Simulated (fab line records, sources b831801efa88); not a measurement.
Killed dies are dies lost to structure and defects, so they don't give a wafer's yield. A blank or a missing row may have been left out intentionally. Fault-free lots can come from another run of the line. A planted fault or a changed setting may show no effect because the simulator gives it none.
fab line records	flow gf180mcu
record lots=5	wafers=15	last_day=33
route steps=602 shown VT_IMPLANT@119 MVSD@136 NWELL@137 LVPWELL@138 MVPSD@139 DUAL_GATE@141
lots with no fault: from the same line, run without faults
start_h: the number of hours between the record's first day and the start of the first shown wafer of the lot	wait_h: hours from the lot's prior step to this one	" as in the row above	L1.1+2: a single row standing in for several wafers	- value missing, or start not given	* or withheld: withheld	< > ~ a bound
route shown NAME@n: a module of which the file shows steps, and the number in the route of the first	usual: mean/standard deviation taken from wafers without a fault	same: alike in all rows	chamber/n: place in a boat	sites: per-site readings	_std_site: standard deviation of those values	_edge_site: outer sites' mean less inner sites'	radius_mm: how far each site lies from the wafer's centre	mask NAME#n: copy n	behind: tool/chamber where the wafer was last shaped	hold: what put the lot on hold/how long, in hours/how the hold closed	device: transistor that didn't switch, given as n, p or np	end of line: the route-end tests of the same wafers	a step without rows: its recipe alone	killed: dies that structure and defects cost at the first sort, which is not the same as the wafer's yield	map: a wafer's dies, x killed, . not, _ none there
set.NAME: the run value of the setting; set.NAME@STEP: its run value at that earlier step	model.NAME: the simulator's own value behind a step, which no gauge read
lots at selected steps of the route; one table per step, one row per wafer
services: the hour from which a tool's chamber was out of use, counted from the record's first day as start_h (under 0 if before that day), plus the number of hours and why
## steps
# step GF_VT_IMPLANT_OVL_MEAS_29
# usual VT_IMPLANT_02_OVL=0.2/1.3
lot.wafer	tool	chamber	start_h	wait_h	VT_IMPLANT_02_OVL[nm]
L074.1	overlay-01	-	145.39	0.1	1.9
L074.4	"	-	"	"	3.0
L074.5	"	-	"	"	1.8
L075.4	overlay-02	-	150.51	0.1	-0.1
L075.5	"	-	"	"	1.3
L075.6	"	-	"	"	0.0
L077.1	overlay-01	-	167.94	0.1	0.4
L077.3	"	-	"	"	-0.1
L077.6	"	-	"	"	2.5
L089.1	overlay-02	-	244.68	0.1	0.2
L089.4	"	-	"	"	-0.2
L089.6	"	-	"	"	0.8
L090.1	overlay-02	-	250.48	0.1	1.2
L090.3	"	-	"	"	-1.8
L090.5	"	-	"	"	-1.4
# step GF_VT_IMPLANT_IMPLANT_30
# recipe species=B	energy_kev=25	dose_cm2=2.534e+12	tilt_deg=7
lot.wafer	tool	chamber	start_h	wait_h
L074.1+4+5	implanter-03	0	145.43	0.0
L075.4+5+6	implanter-03	0	150.60	0.1
L077.1+3+6	implanter-01	0	167.98	0.0
L089.1+4+6	implanter-04	0	244.72	0.0
L090.1+3+5	implanter-01	0	250.52	0.0
# step GF_VT_IMPLANT_STRIP_31
# recipe chemistry=O2/N2	power_w=1400	pressure_mtorr=1500	platen_temp_c=250	o2_flow_sccm=3000	n2_flow_sccm=300	overash_fraction=0.5
# usual drypump_motor_current_A=6.1/0.36	heater_power_w=338/43	oes_product_au=0.715/0.0045	strip_time_to_endpoint_s=12.62/0.034
lot.wafer	tool	chamber	start_h	wait_h	drypump_motor_current_A	heater_power_w	oes_product_au	rf_hours_counter_h	strip_time_to_endpoint_s
L074.1	plasma_asher-04	0	145.58	0.1	5.6	341	0.719	38	12.61
L074.4	"	1	"	"	6.1	267	0.716	-	12.61
L074.5	"	0	"	"	5.6	342	0.712	-	12.61
L075.4	plasma_asher-03	0	150.71	0.1	5.7	345	0.722	-	12.60
L075.5	"	1	"	"	5.9	294	0.720	-	12.66
L075.6	"	0	"	"	5.7	346	0.708	-	12.67
L077.1	plasma_asher-02	0	168.13	0.1	6.0	344	0.719	55	12.60
L077.3	"	0	"	"	6.0	353	0.713	-	12.62
L077.6	"	1	"	"	6.6	397	0.720	-	12.57
L089.1	plasma_asher-02	1	244.87	0.1	6.6	393	0.708	64	12.60
L089.4	"	1	"	"	6.6	387	0.713	-	12.61
L089.6	"	0	"	"	6.0	347	0.716	-	12.61
L090.1	plasma_asher-04	1	250.67	0.1	6.1	274	0.717	47	12.60
L090.3	"	1	"	"	6.1	263	0.720	-	12.63
L090.5	"	0	"	"	5.6	351	0.708	-	12.59
# step GF_VT_IMPLANT_TW_MEAS_32
# usual VT_IMPLANT_3_TW=270.5/1.8
lot.wafer	tool	chamber	start_h	wait_h	VT_IMPLANT_3_TW
L074.1	film_metro-03	-	145.68	0.1	270.9
L074.4	"	-	"	"	272.4
L074.5	"	-	"	"	272.3
L075.4	film_metro-03	-	150.81	0.1	273.1
L075.5	"	-	"	"	271.9
L075.6	"	-	"	"	272.4
L077.1	film_metro-04	-	168.23	0.1	269.2
L077.3	"	-	"	"	268.0
L077.6	"	-	"	"	269.0
L089.1	film_metro-03	-	244.97	0.1	270.8
L089.4	"	-	"	"	270.0
L089.6	"	-	"	"	269.3
L090.1	film_metro-04	-	250.77	0.1	271.2
L090.3	"	-	"	"	268.6
L090.5	"	-	"	"	269.3
# step GF_VT_IMPLANT_DEHYDRATE_33
# recipe temp_c=200	time_s=60
lot.wafer	tool	chamber	start_h	wait_h
L074.1+4+5	litho_track-04	0	153.59	7.9
L075.4+5+6	litho_track-03	0	158.91	8.1
L077.1+3+6	litho_track-04	0	176.59	8.4
L089.1+4+6	litho_track-02	0	254.24	9.3
L090.1+3+5	litho_track-02	0	260.04	9.3
# step GF_VT_IMPLANT_HMDS_34
# recipe prime_time_s=60	prime_temp_c=120
# usual prime_temp_c=119.99/0.14
lot.wafer	tool	chamber	start_h	wait_h	prime_temp_c
L074.1	litho_track-04	0	153.74	0.1	119.97
L074.4	"	0	"	"	120.08
L074.5	"	0	"	"	119.87
L075.4	litho_track-03	0	159.06	0.1	120.22
L075.5	"	0	"	"	120.06
L075.6	"	0	"	"	120.18
L077.1	litho_track-04	0	176.74	0.1	119.88
L077.3	"	0	"	"	119.86
L077.6	"	0	"	"	120.12
L089.1	litho_track-02	0	254.39	0.1	119.92
L089.4	"	0	"	"	119.87
L089.6	"	0	"	"	119.84
L090.1	litho_track-02	0	260.19	0.1	120.32
L090.3	"	0	"	"	120.10
L090.5	"	0	"	"	120.01
# step GF_VT_IMPLANT_COAT_35
# recipe resist=NOVOLAK	spin_rpm=3000	resist_thk_nm=1000
lot.wafer	tool	chamber	start_h	wait_h
L074.1+4+5	litho_track-04	0	153.89	0.1
L075.4+5+6	litho_track-03	0	159.21	0.1
L077.1+3+6	litho_track-04	0	176.89	0.1
L089.1+4+6	litho_track-02	0	254.54	0.1
L090.1+3+5	litho_track-02	0	260.34	0.1
# step GF_VT_IMPLANT_SOFTBAKE_36
# recipe temp_c=90	time_s=60	resist=NOVOLAK
lot.wafer	tool	chamber	start_h	wait_h
L074.1+4+5	litho_track-04	0	154.04	0.1
L075.4+5+6	litho_track-03	0	159.36	0.1
L077.1+3+6	litho_track-04	0	177.04	0.1
L089.1+4+6	litho_track-02	0	254.69	0.1
L090.1+3+5	litho_track-02	0	260.49	0.1
# step GF_VT_IMPLANT_EXPOSE_37
# recipe mask_id=Nwell_HV_AREA	target_cd_nm=860	na=0.6	source_shape=conventional	sigma_outer=0.6	dose_mj=140
lot.wafer	tool	chamber	start_h	wait_h	mask
L074.1+4+5	iline_stepper-02	0	-	-	Nwell_HV_AREA#0
L075.4+5+6	iline_stepper-01	0	-	-	Nwell_HV_AREA#0
L077.1+3+6	iline_stepper-01	0	-	-	Nwell_HV_AREA#0
L089.1+4+6	iline_stepper-01	0	-	-	Nwell_HV_AREA#0
L090.1+3+5	iline_stepper-01	0	-	-	Nwell_HV_AREA#0
# step GF_VT_IMPLANT_PEB_38
# recipe temp_c=withheld	time_s=*	resist=NOVOLAK
lot.wafer	tool	chamber	start_h	wait_h
L074.1+4+5	litho_track-04	0	-	-
L075.4+5+6	litho_track-04	0	-	-
L077.1+3+6	litho_track-04	0	-	-
L089.1+4+6	litho_track-03	0	-	-
L090.1+3+5	litho_track-02	0	-	-
# step GF_VT_IMPLANT_DEVELOP_39
# recipe develop_time_s=60	dev_temp_c=23
lot.wafer	tool	chamber	start_h	wait_h
L074.1+4+5	litho_track-04	0	162.34	0.1
L075.4+5+6	litho_track-04	0	167.02	0.1
L077.1+3+6	litho_track-04	0	185.14	0.1
L089.1+4+6	litho_track-03	0	263.78	0.1
L090.1+3+5	litho_track-02	0	269.84	0.1
# step GF_VT_IMPLANT_OVL_MEAS_40
# usual VT_IMPLANT_03_OVL=0.4/1.4
lot.wafer	tool	chamber	start_h	wait_h	VT_IMPLANT_03_OVL[nm]
L074.1	overlay-02	-	162.49	0.1	-2.2
L074.4	"	-	"	"	-1.0
L074.5	"	-	"	"	-0.8
L075.4	overlay-01	-	167.11	0.1	-1.3
L075.5	"	-	"	"	0.7
L075.6	"	-	"	"	-0.8
L077.1	overlay-01	-	185.29	0.1	-1.5
L077.3	"	-	"	"	-0.8
L077.6	"	-	"	"	0.9
L089.1	overlay-01	-	263.93	0.1	1.7
L089.4	"	-	"	"	1.2
L089.6	"	-	"	"	1.2
L090.1	overlay-02	-	269.99	0.1	0.3
L090.3	"	-	"	"	0.4
L090.5	"	-	"	"	-0.6
# step GF_VT_IMPLANT_IMPLANT_41
# recipe species=As	energy_kev=70	dose_cm2=1.013e+12	tilt_deg=7
lot.wafer	tool	chamber	start_h	wait_h
L074.1+4+5	implanter-04	0	162.53	0.0
L075.4+5+6	implanter-01	0	167.20	0.1
L077.1+3+6	implanter-03	0	185.33	0.0
L089.1+4+6	implanter-04	0	263.97	0.0
L090.1+3+5	implanter-01	0	270.03	0.0
# step GF_VT_IMPLANT_STRIP_42
# recipe chemistry=O2/N2	power_w=1400	pressure_mtorr=1500	platen_temp_c=250	o2_flow_sccm=3000	n2_flow_sccm=300	overash_fraction=0.5
# usual drypump_motor_current_A=5.9/0.31	heater_power_w=326/40	oes_product_au=0.716/0.0047	strip_time_to_endpoint_s=12.63/0.038
lot.wafer	tool	chamber	start_h	wait_h	drypump_motor_current_A	heater_power_w	oes_product_au	rf_hours_counter_h	strip_time_to_endpoint_s
L074.1	plasma_asher-04	1	162.68	0.1	6.1	268	0.715	40	12.71
L074.4	"	0	"	"	5.6	338	0.711	-	12.66
L074.5	"	0	"	"	5.6	348	0.711	-	12.69
L075.4	plasma_asher-04	1	167.31	0.1	6.1	272	0.720	-	12.63
L075.5	"	1	"	"	6.1	269	0.717	-	12.60
L075.6	"	0	"	"	5.6	340	0.718	-	12.63
L077.1	plasma_asher-03	0	185.48	0.1	5.7	355	0.718	46	12.65
L077.3	"	1	"	"	6.0	295	0.719	-	12.65
L077.6	"	0	"	"	5.7	347	0.721	-	12.64
L089.1	plasma_asher-04	1	264.12	0.1	6.1	272	0.709	49	12.62
L089.4	"	0	"	"	5.6	348	0.718	-	12.62
L089.6	"	0	"	"	5.6	343	0.717	-	12.62
L090.1	plasma_asher-02	0	270.18	0.1	6.0	342	0.722	66	12.63
L090.3	"	0	"	"	6.1	345	0.716	-	12.59
L090.5	"	0	"	"	6.0	356	0.711	-	12.62
# step GF_VT_IMPLANT_TW_MEAS_43
# usual VT_IMPLANT_4_TW=697/5.1
lot.wafer	tool	chamber	start_h	wait_h	VT_IMPLANT_4_TW
L074.1	film_metro-04	-	162.78	0.1	693
L074.4	"	-	"	"	697
L074.5	"	-	"	"	695
L075.4	film_metro-02	-	167.41	0.1	704
L075.5	"	-	"	"	704
L075.6	"	-	"	"	706
L077.1	film_metro-03	-	185.58	0.1	697
L077.3	"	-	"	"	697
L077.6	"	-	"	"	699
L089.1	film_metro-04	-	264.22	0.1	688
L089.4	"	-	"	"	688
L089.6	"	-	"	"	688
L090.1	film_metro-04	-	270.28	0.1	688
L090.3	"	-	"	"	685
L090.5	"	-	"	"	690
# step GF_VT_IMPLANT_CLEAN_44
# recipe chemistry=SC1/SC2	mix=1:4:20	temp_c=70	time_s=150	dry=n2_spin
lot.wafer	tool	chamber	start_h	wait_h
L074.1+4+5	wet_bench-01	1	162.84	0.1
L075.4+5+6	wet_bench-01	3	167.44	0.0
L077.1+3+6	wet_bench-01	0	185.64	0.1
L089.1+4+6	wet_bench-03	3	264.28	0.1
L090.1+3+5	wet_bench-01	2	270.34	0.1
# step GF_VT_IMPLANT_RTA_45
# recipe temp_c=1050	time_s=30	ambient=N2
# usual lamp_power_pct=35.7/1.8	wafer_temp_C_max=1053.2/0.96
lot.wafer	tool	chamber	start_h	wait_h	lamp_power_pct	wafer_temp_C_max
L074.1	rtp_anneal-02	0	162.89	0.0	33.9	1053.3
L074.4	"	0	"	"	33.8	1053.2
L074.5	"	0	"	"	33.9	1052.8
L075.4	rtp_anneal-02	0	167.54	0.1	33.9	1053.2
L075.5	"	0	"	"	33.8	1052.8
L075.6	"	0	"	"	33.8	1052.7
L077.1	rtp_anneal-01	0	185.69	0.0	37.6	1052.0
L077.3	"	0	"	"	37.5	1055.3
L077.6	"	0	"	"	37.6	1053.6
L089.1	rtp_anneal-02	0	264.33	0.0	33.9	1052.3
L089.4	"	0	"	"	33.9	1053.6
L089.6	"	0	"	"	33.9	1053.6
L090.1	rtp_anneal-01	0	270.39	0.0	37.5	1054.2
L090.3	"	0	"	"	37.5	1053.9
L090.5	"	0	"	"	37.5	1054.2
# step GF_VT_IMPLANT_RS_MEAS_46
# recipe thk_meas_gauge=four-point-probe
# usual MVSD_RS=456.8/2
lot.wafer	tool	chamber	start_h	wait_h	MVSD_RS[ohm/sq]
L074.1	film_metro-02	-	162.99	0.1	456.1
L074.4	"	-	"	"	455.9
L074.5	"	-	"	"	454.9
L075.4	film_metro-01	-	167.65	0.1	460.5
L075.5	"	-	"	"	458.6
L075.6	"	-	"	"	458.9
L077.1	film_metro-02	-	185.79	0.1	457.4
L077.3	"	-	"	"	456.7
L077.6	"	-	"	"	457.7
L089.1	film_metro-01	-	264.43	0.1	458.8
L089.4	"	-	"	"	458.3
L089.6	"	-	"	"	458.0
L090.1	film_metro-01	-	270.49	0.1	459.0
L090.3	"	-	"	"	457.3
L090.5	"	-	"	"	456.9
# step GF_VT_IMPLANT_RS_MEAS_47
# recipe thk_meas_gauge=four-point-probe
# usual NWELL_RS=487.7/2
lot.wafer	tool	chamber	start_h	wait_h	NWELL_RS[ohm/sq]
L074.1	film_metro-02	-	163.11	0.1	486.4
L074.4	"	-	"	"	485.7
L074.5	"	-	"	"	486.8
L075.4	film_metro-01	-	167.77	0.1	486.5
L075.5	"	-	"	"	490.0
L075.6	"	-	"	"	489.3
L077.1	film_metro-02	-	185.91	0.1	489.5
L077.3	"	-	"	"	489.5
L077.6	"	-	"	"	490.2
L089.1	film_metro-01	-	264.55	0.1	489.2
L089.4	"	-	"	"	487.7
L089.6	"	-	"	"	489.4
L090.1	film_metro-01	-	270.61	0.1	491.3
L090.3	"	-	"	"	491.2
L090.5	"	-	"	"	490.6
# step GF_VT_IMPLANT_RS_MEAS_48
# recipe thk_meas_gauge=four-point-probe
# usual LVPWELL_RS=1197/3.9
lot.wafer	tool	chamber	start_h	wait_h	LVPWELL_RS[ohm/sq]
L074.1	film_metro-02	-	163.23	0.1	1199
L074.4	"	-	"	"	1198
L074.5	"	-	"	"	1195
L075.4	film_metro-01	-	167.89	0.1	1200
L075.5	"	-	"	"	1198
L075.6	"	-	"	"	1203
L077.1	film_metro-02	-	186.03	0.1	1197
L077.3	"	-	"	"	1201
L077.6	"	-	"	"	1202
L089.1	film_metro-01	-	264.67	0.1	1200
L089.4	"	-	"	"	1203
L089.6	"	-	"	"	1199
L090.1	film_metro-01	-	270.73	0.1	1198
L090.3	"	-	"	"	1202
L090.5	"	-	"	"	1200
# step GF_VT_IMPLANT_RS_MEAS_49
# recipe thk_meas_gauge=four-point-probe
# usual MVPSD_RS=1168/4.4
lot.wafer	tool	chamber	start_h	wait_h	MVPSD_RS[ohm/sq]
L074.1	film_metro-02	-	163.35	0.1	1163
L074.4	"	-	"	"	1169
L074.5	"	-	"	"	1171
L075.4	film_metro-01	-	168.01	0.1	1170
L075.5	"	-	"	"	1168
L075.6	"	-	"	"	1170
L077.1	film_metro-02	-	186.15	0.1	1165
L077.3	"	-	"	"	1168
L077.6	"	-	"	"	1165
L089.1	film_metro-01	-	264.79	0.1	1173
L089.4	"	-	"	"	1174
L089.6	"	-	"	"	1172
L090.1	film_metro-01	-	270.85	0.1	1171
L090.3	"	-	"	"	1172
L090.5	"	-	"	"	1173
# step GF_VT_IMPLANT_WET_ETCH_50
# recipe chemistry=dHF	target_depth_nm=20	target=SiO2	temp_c=25	dilution=100:1	time_s=400
lot.wafer	tool	chamber	start_h	wait_h
L074.1+4+5	wet_bench-01	3	163.47	0.1
L075.4+5+6	wet_bench-03	0	168.07	0.0
L077.1+3+6	wet_bench-03	0	186.27	0.1
L089.1+4+6	wet_bench-04	0	264.91	0.1
L090.1+3+5	wet_bench-04	1	270.97	0.1
# step GF_DUAL_GATE_CLEAN_00
# recipe chemistry=SC1/SC2	mix=1:4:20	temp_c=70	time_s=150
lot.wafer	tool	chamber	start_h	wait_h
L074.1+4+5	wet_bench-04	3	163.60	0.0
L075.4+5+6	wet_bench-03	2	168.19	0.0
L077.1+3+6	wet_bench-04	0	186.39	0.0
L089.1+4+6	wet_bench-01	1	265.03	0.0
L090.1+3+5	wet_bench-03	0	271.09	0.0
# step GF_DUAL_GATE_CLEAN_01
# recipe chemistry=dHF	time_s=20	dilution=100:1	dry=ipa_marangoni
lot.wafer	tool	chamber	start_h	wait_h
L074.1+4+5	wet_bench-03	0	163.66	0.0
L075.4+5+6	wet_bench-03	2	168.24	0.0
L077.1+3+6	wet_bench-03	0	186.45	0.0
L089.1+4+6	wet_bench-03	0	265.08	0.0
L090.1+3+5	wet_bench-01	2	271.14	0.0
# step GF_DUAL_GATE_OXIDATION_02
# recipe temp_c=900	ambient=O2	stabilise_s=600	purge_s=300	target_thk_a=108.87	ox_time_s=1602
lot.wafer	tool	chamber	start_h	wait_h
L074.1+4+5	furnace-02	0	163.67	0.0
L075.4+5+6	furnace-02	0	168.26	0.0
L077.1+3+6	furnace-02	0	186.51	0.1
L089.1+4+6	furnace-02	0	265.10	0.0
L090.1+3+5	furnace-01	0	271.15	0.0
# step GF_DUAL_GATE_THK_MEAS_03
# recipe reads=SiO2_of_DUAL_GATE_OXIDATION_02
# usual DUAL_GATE_OXIDATION_00_THK=10.86/0.19
lot.wafer	tool	chamber	start_h	wait_h	DUAL_GATE_OXIDATION_00_THK[nm]
L074.1	film_metro-04	-	165.12	0.0	10.87
L074.4	"	-	"	"	10.87
L074.5	"	-	"	"	11.08
L075.4	film_metro-04	-	169.73	0.0	10.96
L075.5	"	-	"	"	11.06
L075.6	"	-	"	"	10.95
L077.1	film_metro-04	-	187.96	0.0	10.99
L077.3	"	-	"	"	10.80
L077.6	"	-	"	"	10.86
L089.1	film_metro-03	-	266.54	0.0	10.55
L089.4	"	-	"	"	10.45
L089.6	"	-	"	"	10.56
L090.1	film_metro-04	-	272.59	0.0	10.77
L090.3	"	-	"	"	10.64
L090.5	"	-	"	"	10.74
# step GF_DUAL_GATE_DEHYDRATE_04
# recipe temp_c=200	time_s=60
lot.wafer	tool	chamber	start_h	wait_h
L074.1+4+5	litho_track-04	0	172.74	7.6
L075.4+5+6	litho_track-02	0	178.17	8.4
L077.1+3+6	litho_track-01	0	196.34	8.4
L089.1+4+6	litho_track-01	0	276.19	9.6
L090.1+3+5	litho_track-04	0	281.84	9.2
# step GF_DUAL_GATE_HMDS_05
# recipe prime_time_s=60	prime_temp_c=120
# usual prime_temp_c=120.00/0.13
lot.wafer	tool	chamber	start_h	wait_h	prime_temp_c
L074.1	litho_track-04	0	172.89	0.1	120.07
L074.4	"	0	"	"	120.17
L074.5	"	0	"	"	120.28
L075.4	litho_track-02	0	178.32	0.1	119.99
L075.5	"	0	"	"	120.11
L075.6	"	0	"	"	120.09
L077.1	litho_track-01	0	196.49	0.1	120.02
L077.3	"	0	"	"	120.05
L077.6	"	0	"	"	120.10
L089.1	litho_track-01	0	276.34	0.1	120.01
L089.4	"	0	"	"	119.93
L089.6	"	0	"	"	120.15
L090.1	litho_track-04	0	281.99	0.1	120.07
L090.3	"	0	"	"	120.13
L090.5	"	0	"	"	120.14
# step GF_DUAL_GATE_COAT_06
# recipe resist=NOVOLAK	spin_rpm=3000	resist_thk_nm=1000
lot.wafer	tool	chamber	start_h	wait_h
L074.1+4+5	litho_track-04	0	173.04	0.1
L075.4+5+6	litho_track-02	0	178.47	0.1
L077.1+3+6	litho_track-01	0	196.64	0.1
L089.1+4+6	litho_track-01	0	276.49	0.1
L090.1+3+5	litho_track-04	0	282.14	0.1
# step GF_DUAL_GATE_SOFTBAKE_07
# recipe temp_c=90	time_s=60	resist=NOVOLAK
lot.wafer	tool	chamber	start_h	wait_h
L074.1+4+5	litho_track-04	0	173.19	0.1
L075.4+5+6	litho_track-02	0	178.62	0.1
L077.1+3+6	litho_track-01	0	196.79	0.1
L089.1+4+6	litho_track-01	0	276.64	0.1
L090.1+3+5	litho_track-04	0	282.29	0.1
# step GF_DUAL_GATE_EXPOSE_08
# recipe mask_id=Dualgate	target_cd_nm=700	na=0.6	source_shape=conventional	sigma_outer=0.6	dose_mj=140
lot.wafer	tool	chamber	start_h	wait_h	mask
L074.1+4+5	iline_stepper-01	0	-	-	Dualgate#0
L075.4+5+6	iline_stepper-01	0	-	-	Dualgate#0
L077.1+3+6	iline_stepper-01	0	-	-	Dualgate#0
L089.1+4+6	iline_stepper-02	0	-	-	Dualgate#0
L090.1+3+5	iline_stepper-02	0	-	-	Dualgate#0
# step GF_DUAL_GATE_PEB_09
# recipe temp_c=withheld	time_s=*	resist=NOVOLAK
lot.wafer	tool	chamber	start_h	wait_h
L074.1+4+5	litho_track-04	0	-	-
L075.4+5+6	litho_track-02	0	-	-
L077.1+3+6	litho_track-04	0	-	-
L089.1+4+6	litho_track-01	0	-	-
L090.1+3+5	litho_track-01	0	-	-
# step GF_DUAL_GATE_DEVELOP_10
# recipe develop_time_s=60	dev_temp_c=23
lot.wafer	tool	chamber	start_h	wait_h
L074.1+4+5	litho_track-04	0	181.59	0.1
L075.4+5+6	litho_track-02	0	186.47	0.1
L077.1+3+6	litho_track-04	0	205.49	0.1
L089.1+4+6	litho_track-01	0	286.44	0.1
L090.1+3+5	litho_track-01	0	292.24	0.1
# step GF_DUAL_GATE_OVL_MEAS_11
# usual DUAL_GATE_OVL=0.1/1.8
lot.wafer	tool	chamber	start_h	wait_h	DUAL_GATE_OVL[nm]
L074.1	overlay-02	-	181.74	0.1	-0.1
L074.4	"	-	"	"	0.7
L074.5	"	-	"	"	1.5
L075.4	overlay-01	-	186.56	0.1	0.3
L075.5	"	-	"	"	1.1
L075.6	"	-	"	"	-0.2
L077.1	overlay-01	-	205.64	0.1	0.9
L077.3	"	-	"	"	-0.3
L077.6	"	-	"	"	0.0
L089.1	overlay-01	-	286.59	0.1	0.1
L089.4	"	-	"	"	-0.9
L089.6	"	-	"	"	0.8
L090.1	overlay-02	-	292.39	0.1	0.0
L090.3	"	-	"	"	0.4
L090.5	"	-	"	"	0.4
# step GF_DUAL_GATE_WET_ETCH_12
# recipe chemistry=dHF	target_depth_nm=13	dry=n2_spin	target=SiO2	temp_c=25	dilution=100:1	time_s=260
lot.wafer	tool	chamber	start_h	wait_h
L074.1+4+5	wet_bench-01	3	181.78	0.0
L075.4+5+6	wet_bench-04	3	186.58	0.0
L077.1+3+6	wet_bench-03	3	205.68	0.0
L089.1+4+6	wet_bench-01	0	286.63	0.0
L090.1+3+5	wet_bench-01	0	292.43	0.0
# step GF_DUAL_GATE_STRIP_13
# recipe chemistry=O2/N2	power_w=1400	pressure_mtorr=1500	platen_temp_c=250	o2_flow_sccm=3000	n2_flow_sccm=300	overash_fraction=0.5
# usual drypump_motor_current_A=5.6/0.39	heater_power_w=335/56	oes_product_au=0.716/0.0042	strip_time_to_endpoint_s=12.62/0.031
lot.wafer	tool	chamber	start_h	wait_h	drypump_motor_current_A	heater_power_w	oes_product_au	rf_hours_counter_h	strip_time_to_endpoint_s
L074.1	plasma_asher-01	1	181.87	0.0	5.8	430	0.721	5	12.58
L074.4	"	1	"	"	5.8	419	0.715	-	12.61
L074.5	"	0	"	"	4.9	287	0.719	-	12.59
L075.4	plasma_asher-03	1	186.70	0.0	6.0	298	0.721	-	12.63
L075.5	"	0	"	"	5.7	347	0.720	-	12.64
L075.6	"	1	"	"	6.0	291	0.715	-	12.64
L077.1	plasma_asher-03	0	205.76	0.0	5.7	349	0.711	48	12.60
L077.3	"	0	"	"	5.7	356	0.716	-	12.61
L077.6	"	1	"	"	5.9	296	0.716	-	12.62
L089.1	plasma_asher-03	1	286.71	0.0	5.9	290	0.721	57	12.64
L089.4	"	0	"	"	5.7	365	0.716	-	12.65
L089.6	"	1	"	"	5.9	294	0.726	-	12.63
L090.1	plasma_asher-03	0	292.51	0.0	5.7	356	0.718	57	12.63
L090.3	"	1	"	"	5.9	293	0.716	-	12.61
L090.5	"	0	"	"	5.7	358	0.709	-	12.62
# step GF_DUAL_GATE_CLEAN_14
# recipe chemistry=SC1/SC2	mix=1:4:20	temp_c=70	time_s=150	dry=n2_spin
lot.wafer	tool	chamber	start_h	wait_h
L074.1+4+5	wet_bench-04	1	181.97	0.1
L075.4+5+6	wet_bench-03	2	186.77	0.0
L077.1+3+6	wet_bench-01	2	205.86	0.1
L089.1+4+6	wet_bench-01	3	286.81	0.1
L090.1+3+5	wet_bench-04	1	292.61	0.1
## services
tool	chamber	start_h	hours	kind
plasma_asher-04	-	128.32	2.9	repair
rtp_anneal-02	-	132.91	1.4	pm
implanter-04	-	142.02	5.1	pm
plasma_asher-01	-	143.98	14.6	pm
iline_stepper-02	-	177.71	1.7	pm
iline_stepper-01	-	191.66	1.7	pm
plasma_asher-03	-	196.36	0.3	repair
furnace-02	-	204.57	4.6	pm
furnace-01	-	212.68	3.8	pm
plasma_asher-04	-	214.12	9.7	repair
implanter-03	-	241.95	138.0	pm
plasma_asher-04	-	243.27	5.0	repair
plasma_asher-03	-	253.89	1.1	repair
furnace-02	-	283.85	3.1	pm
implanter-04	-	285.65	6.9	repair
## key
fault none
